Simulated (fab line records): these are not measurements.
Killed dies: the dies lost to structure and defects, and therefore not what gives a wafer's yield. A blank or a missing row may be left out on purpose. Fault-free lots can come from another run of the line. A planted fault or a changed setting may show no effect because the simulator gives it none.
fab line records ; flow sky130
record lots=6; wafers=18; last_day=50
route steps=708 shown LDD_N@246 LDD_P@255
lots that met no fault: from a run of the same line without faults
start_h: hours from the record's first day to the start of the lot's first wafer shown ; wait_h: how many hours have passed since the lot's step before this one ; " the same as in the row above ; L1.1+2: several wafers, shown together as one row ; - no value, or no start given ; * or withheld: withheld ; < > ~ a bound
route shown NAME@n: names a module that has steps shown in the file, with the first one's number in the route ; usual: mean/standard deviation taken from wafers without a fault ; same: alike in all rows ; chamber/n: place in a boat ; sites: each site's reading ; _std_site: standard deviation across them ; _edge_site: inner sites' mean taken away from outer sites' mean ; radius_mm: for every site, how far away it sits from the centre of the wafer ; mask NAME#n: copy n ; behind: tool/chamber where the wafer was last shaped ; hold: why the lot went on hold/how many hours it stayed there/how the hold came to an end ; device: whichever transistor did not switch (one of n, p or np) ; end of line: at the end of the route, the tests of the same wafers ; where a step has no rows: the recipe by itself ; killed: dies lost to structure and defects at the first sort, not the wafer's yield ; map: a wafer's dies, x killed, . not, _ none there
set.NAME: the setting as run; set.NAME@STEP: as run at that earlier step ; model.NAME: the simulator's own value behind a step, which no gauge read
a table for each step, a row for each wafer; lots at some steps of the route
services: when a tool's chamber went out of use (start_h, in hours from the record's first day, below 0 if earlier), for how many hours, and the reason
## steps
# step SKY_LDD_N_IMPLANT_09
# recipe species=As; energy_kev=20; dose_cm2=7.5e+13; tilt_deg=withheld; rotation_deg=113
# step SKY_LDD_N_IMPLANT_10
# recipe species=As; energy_kev=20; dose_cm2=7.5e+13; tilt_deg=withheld; rotation_deg=203
# step SKY_LDD_N_IMPLANT_11
# recipe species=As; energy_kev=20; dose_cm2=7.5e+13; tilt_deg=withheld; rotation_deg=293
# step SKY_LDD_N_IMPLANT_12
# recipe species=BF2; energy_kev=50; dose_cm2=5e+12; tilt_deg=30; rotation_deg=0
# step SKY_LDD_N_IMPLANT_13
# recipe species=BF2; energy_kev=50; dose_cm2=5e+12; tilt_deg=30; rotation_deg=90
# step SKY_LDD_N_IMPLANT_14
# recipe species=BF2; energy_kev=50; dose_cm2=5e+12; tilt_deg=30; rotation_deg=180
# step SKY_LDD_N_IMPLANT_15
# recipe species=BF2; energy_kev=50; dose_cm2=5e+12; tilt_deg=30; rotation_deg=270
# step SKY_LDD_N_STRIP_16
# recipe chemistry=O2/N2; power_w=1400; pressure_mtorr=1500; platen_temp_c=withheld; o2_flow_sccm=3000; n2_flow_sccm=300; overash_fraction=0.5
# usual drypump_motor_current_A=5.8/0.49; oes_product_au=0.406/0.0046; strip_time_to_endpoint_s=4.311/0.013
lot.wafer;tool;chamber;start_h;wait_h;drypump_motor_current_A;oes_product_au;rf_hours_counter_h;strip_time_to_endpoint_s
L521.1;plasma_asher-01;0;426.71;0.1;5.4;0.418;73;4.318
L521.3;plasma_asher-01;1;426.71;0.1;5.9;0.401;-;4.322
L521.4;plasma_asher-01;0;426.71;0.1;5.4;0.405;-;4.306
L523.3;plasma_asher-01;1;447.15;0.1;5.9;0.405;-;4.306
L523.4;plasma_asher-01;0;447.15;0.1;5.4;0.405;-;4.281
L523.5;plasma_asher-01;1;447.15;0.1;5.9;0.402;-;4.314
L531.1;plasma_asher-04;1;561.06;0.1;6.2;0.414;14;4.312
L531.4;plasma_asher-04;1;561.06;0.1;6.2;0.413;-;4.317
L531.6;plasma_asher-04;0;561.06;0.1;6.3;0.414;-;4.302
L535.3;plasma_asher-04;0;563.27;0.1;6.2;0.410;-;4.330
L535.4;plasma_asher-04;1;563.27;0.1;6.3;0.411;-;4.316
L535.5;plasma_asher-04;1;563.27;0.1;6.2;0.408;-;4.304
L538.2;plasma_asher-02;1;583.32;0.1;6.1;0.404;41;4.292
L538.4;plasma_asher-02;1;583.32;0.1;6.2;0.408;-;4.298
L538.5;plasma_asher-02;0;583.32;0.1;5.0;0.399;-;4.324
L541.3;plasma_asher-01;0;614.87;0.1;5.4;0.405;-;4.295
L541.4;plasma_asher-01;1;614.87;0.1;5.9;0.409;-;4.297
L541.6;plasma_asher-01;0;614.87;0.1;5.4;0.407;-;4.324
# step SKY_LDD_N_TW_MEAS_17
# usual LDD_N_TW=2551/24
lot.wafer;tool;chamber;start_h;wait_h;LDD_N_TW
L521.1;film_metro-01;-;426.81;0.1;2515
L521.3;film_metro-01;-;426.81;0.1;2510
L521.4;film_metro-01;-;426.81;0.1;2524
L523.3;film_metro-02;-;447.23;0.1;2559
L523.4;film_metro-02;-;447.23;0.1;2569
L523.5;film_metro-02;-;447.23;0.1;2587
L531.1;film_metro-01;-;561.16;0.1;2521
L531.4;film_metro-01;-;561.16;0.1;2525
L531.6;film_metro-01;-;561.16;0.1;2509
L535.3;film_metro-01;-;563.36;0.1;2528
L535.4;film_metro-01;-;563.36;0.1;2513
L535.5;film_metro-01;-;563.36;0.1;2523
L538.2;film_metro-03;-;583.43;0.1;2555
L538.4;film_metro-03;-;583.43;0.1;2566
L538.5;film_metro-03;-;583.43;0.1;2569
L541.3;film_metro-03;-;614.96;0.1;2551
L541.4;film_metro-03;-;614.96;0.1;2550
L541.6;film_metro-03;-;614.96;0.1;2547
# step SKY_LDD_P_DEHYDRATE_00
# recipe temp_c=200; time_s=60
# step SKY_LDD_P_HMDS_01
# recipe prime_time_s=60; prime_temp_c=120
# step SKY_LDD_P_COAT_02
# recipe resist=NOVOLAK; spin_rpm=3000; resist_thk_nm=1140
# step SKY_LDD_P_SOFTBAKE_03
# recipe temp_c=90; time_s=60; resist=NOVOLAK
# usual heater_power_total_W=56.60/0.043; plate_temp_C=90.00/0.13
lot.wafer;tool;chamber;start_h;wait_h;heater_power_total_W;plate_temp_C
L521.1;litho_track-03;0;441.88;0.1;56.56;90.03
L521.3;litho_track-03;0;441.88;0.1;56.56;90.14
L521.4;litho_track-03;0;441.88;0.1;56.58;90.00
L523.3;litho_track-02;0;462.40;0.1;56.57;90.06
L523.4;litho_track-02;0;462.40;0.1;56.60;89.87
L523.5;litho_track-02;0;462.40;0.1;56.58;89.85
L531.1;litho_track-01;0;576.34;0.1;53.92;87.13
L531.4;litho_track-01;0;576.34;0.1;54.01;87.01
L531.6;litho_track-01;0;576.34;0.1;53.97;86.99
L535.3;litho_track-01;0;578.94;0.1;53.97;86.88
L535.4;litho_track-01;0;578.94;0.1;54.05;87.05
L535.5;litho_track-01;0;578.94;0.1;54.02;87.09
L538.2;litho_track-03;0;597.10;0.1;56.61;90.11
L538.4;litho_track-03;0;597.10;0.1;56.64;89.91
L538.5;litho_track-03;0;597.10;0.1;56.56;90.14
L541.3;litho_track-02;0;629.05;0.1;56.63;90.01
L541.4;litho_track-02;0;629.05;0.1;56.59;90.14
L541.6;litho_track-02;0;629.05;0.1;56.59;89.71
# step SKY_LDD_P_EXPOSE_04
# recipe mask_id=PSDM; na=0.6; source_shape=conventional; sigma_outer=0.6; polarization=unpolarized; target_cd_nm=380; dose_mj=138
# step SKY_LDD_P_PEB_05
# recipe temp_c=withheld; time_s=*; resist=NOVOLAK
# step SKY_LDD_P_DEVELOP_06
# recipe resist=NOVOLAK; developer=TMAH; develop_time_s=60; dev_temp_c=23
# same develop_time_s=60
lot.wafer;tool;chamber;start_h;wait_h;model.NOVOLAK_of_LDD_P_COAT_02.thk_nm
L521.1;litho_track-02;0;457.30;0.1;1142
L521.3+4;litho_track-02;0;457.30;0.1;1137
L523.3;litho_track-03;0;477.23;0.1;1135
L523.4;litho_track-03;0;477.23;0.1;1139
L523.5;litho_track-03;0;477.23;0.1;1137
L531.1+6;litho_track-01;0;590.19;0.1;1150
L531.4;litho_track-01;0;590.19;0.1;1151
L535.3;litho_track-03;0;592.63;0.1;1146
L535.4+5;litho_track-03;0;592.63;0.1;1147
L538.2;litho_track-02;0;612.38;0.1;1141
L538.4;litho_track-02;0;612.38;0.1;1143
L538.5;litho_track-02;0;612.38;0.1;1145
L541.3;litho_track-02;0;644.05;0.1;1140
L541.4;litho_track-02;0;644.05;0.1;1137
L541.6;litho_track-02;0;644.05;0.1;1141
# step SKY_LDD_P_CD_MEAS_07
# recipe target_cd_nm=380
# usual cd_nm=380/3.1
lot.wafer;tool;chamber;start_h;wait_h;cd_nm
L521.1;cd_sem-01;-;457.45;0.1;381
L521.3;cd_sem-01;-;457.45;0.1;379
L521.4;cd_sem-01;-;457.45;0.1;380
L523.3;cd_sem-02;-;477.37;0.1;377
L523.4;cd_sem-02;-;477.37;0.1;376
L523.5;cd_sem-02;-;477.37;0.1;375
L531.1;cd_sem-01;-;590.34;0.1;378
L531.4;cd_sem-01;-;590.34;0.1;376
L531.6;cd_sem-01;-;590.34;0.1;376
L535.3;cd_sem-02;-;592.77;0.1;385
L535.4;cd_sem-02;-;592.77;0.1;383
L535.5;cd_sem-02;-;592.77;0.1;381
L538.2;cd_sem-01;-;612.52;0.1;380
L538.4;cd_sem-01;-;612.52;0.1;381
L538.5;cd_sem-01;-;612.52;0.1;382
L541.3;cd_sem-01;-;644.19;0.1;381
L541.4;cd_sem-01;-;644.19;0.1;377
L541.6;cd_sem-01;-;644.19;0.1;377
## services
tool;chamber;start_h;hours;kind
plasma_asher-04;-;421.32;9.0;pm
plasma_asher-04;0;421.32;9.0;vent_cycle
plasma_asher-04;1;421.32;9.0;vent_cycle
plasma_asher-02;-;429.75;9.1;repair
plasma_asher-04;0;430.32;-;clean
plasma_asher-04;1;430.32;-;clean
plasma_asher-02;-;438.90;14.6;pm
plasma_asher-04;-;441.73;4.0;pm
plasma_asher-01;-;458.54;4.7;repair
plasma_asher-02;-;491.33;10.2;repair
plasma_asher-04;-;503.88;1.1;repair
plasma_asher-01;-;505.72;2.1;repair
plasma_asher-01;-;562.19;1.4;repair
plasma_asher-04;-;585.88;5.4;repair
plasma_asher-02;-;596.37;5.2;repair
plasma_asher-01;-;608.70;2.4;repair
litho_track-03;-;611.52;-;consumable_replace:filter
plasma_asher-04;-;621.25;11.8;repair
## key
first_sign step=SKY_LDD_P_SOFTBAKE_03; reading=heater_power_total_W; direction=down; sigmas=60; usual=*; struck=*
effect step=SKY_LDD_P_SOFTBAKE_03; reading=plate_temp_C; direction=down; sigmas=23; usual=*; struck=*
model_effect step=SKY_LDD_P_DEVELOP_06; value=NOVOLAK_of_LDD_P_COAT_02.thk_nm; without=1139; struck=1148
met_at SKY_LDD_P_SOFTBAKE_03
struck_wafers L531.1,L531.4,L531.6,L535.3,L535.4,L535.5
tester_left_out L531,L535
fault kind=process_parameter_drift; tool=litho_track-01; chamber=-; onset_h=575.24; steps=SKY_LDD_P_SOFTBAKE_03; channel=temp_c; offset=*; shape=step; end_h=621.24; acts_in=*; stated=*
# tester_left_out: of these lots the tester's yield and bins aren't shown, on N5 and GAA mostly nor the transistor test; their killed dies are dies lost to structure and defects alone, not to doping, threshold or leakage, so they don't give the yield
